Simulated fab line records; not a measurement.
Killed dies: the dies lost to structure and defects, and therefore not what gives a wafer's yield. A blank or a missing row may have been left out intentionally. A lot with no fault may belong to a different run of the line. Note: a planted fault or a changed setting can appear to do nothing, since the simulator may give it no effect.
8D (eight disciplines) problem report, filled in by code || flow sky130 || the parts of the form that need people (team, actions taken, sign-off) are left out

== 1. THE PROBLEM ==
At SKY_RES_PROTECT_DEHYDRATE_00, heater power total W averages 165.34 W over 6 wafers from 2 lots, while fault-free wafers read 160.38 W, standard deviation 0.12. Relative to the usual mean, that is a shift of +41 standard deviations.
The step: time 60 s.
First observed at day 19 19:58: wafer L854.4, on litho track-04. At this step, 42 wafers from 14 lots have a number in the record. Rule for "out" (also "out of limits"): further than 4 standard deviations from the usual mean. The other wafers with a number count as sound.

== 2. WHAT IT IS AND WHAT IT IS NOT ==
{"question": "which readings at this step", "is": "heater power total W, plate temp C", "is not": "-"}
{"question": "which lots", "is": "L854, L856", "is not": "L841, L842, L844, L845, L846, L848, L852, L853, L859, L862, L863, L864"}
{"question": "which wafers of those lots", "is": "all that have a number", "is not": "-"}
{"question": "read on which tools", "is": "litho track-04", "is not": "litho track-02, litho track-03"}
{"question": "when", "is": "from day 19 19:58", "is not": "up to then (24 sound wafers); but 12 sound wafers of L859, L862, L863, L864 came after"}

== 3. SUSPECTS, AND WHAT RULES EACH OUT ==
Counting: a tool at any process step up to the reading remains a suspect when it ran all the lots that are out and ran no sound lot after the first of those.
- litho track-04 at SKY_RES_PROTECT_DEHYDRATE_00 (time 60 s): ruled out as a lasting fault. After its first lot that is out, L854 (day 19 19:58), sound lots L862, L863, L864 ran on it.
Left after counting: nothing in the record.

== 4. THE CAUSE (what the simulator had put in) ==
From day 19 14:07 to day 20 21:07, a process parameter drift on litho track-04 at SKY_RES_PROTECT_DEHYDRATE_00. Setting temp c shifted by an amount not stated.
Counting ruled it out, wrongly.

== 5. THE CHAIN OF EFFECTS, in route order ==
Each row: a reading whose mean over the struck wafers that have a number lies more than 3 standard deviations from the usual. Readings are gone through only where the record gives a usual standard deviation; hours: the median, over the lots, of the time from a lot's start at the first step in this table giving one to that lot's start at this step; sigmas: the change measured in usual standard deviations.
{"hours": 0, "step": "SKY_RES_PROTECT_DEHYDRATE_00", "reading": "heater power total W", "usual": "160.38 W", "on struck wafers": 165.34, "change": "+4.96", "sigmas": "+41"}
{"hours": 0, "step": "SKY_RES_PROTECT_DEHYDRATE_00", "reading": "plate temp C", "usual": "200.01 C", "on struck wafers": 204.88, "change": "+4.88", "sigmas": "+29"}
Process steps it contains:
- SKY_RES_PROTECT_DEHYDRATE_00: time 60 s.
Later measuring or inspecting steps at which every struck wafer that the step has a row for has a number for every such reading, and none has moved that far: SKY_RES_PROTECT_TW_MEAS_08, SKY_POLY_GATE_CD_MEAS_13.

== 6. WHAT WOULD HAVE CAUGHT IT SOONER ==
First out-of-limits reading in this record: day 19 19:58, which is 6 hours after fault onset at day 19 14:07.
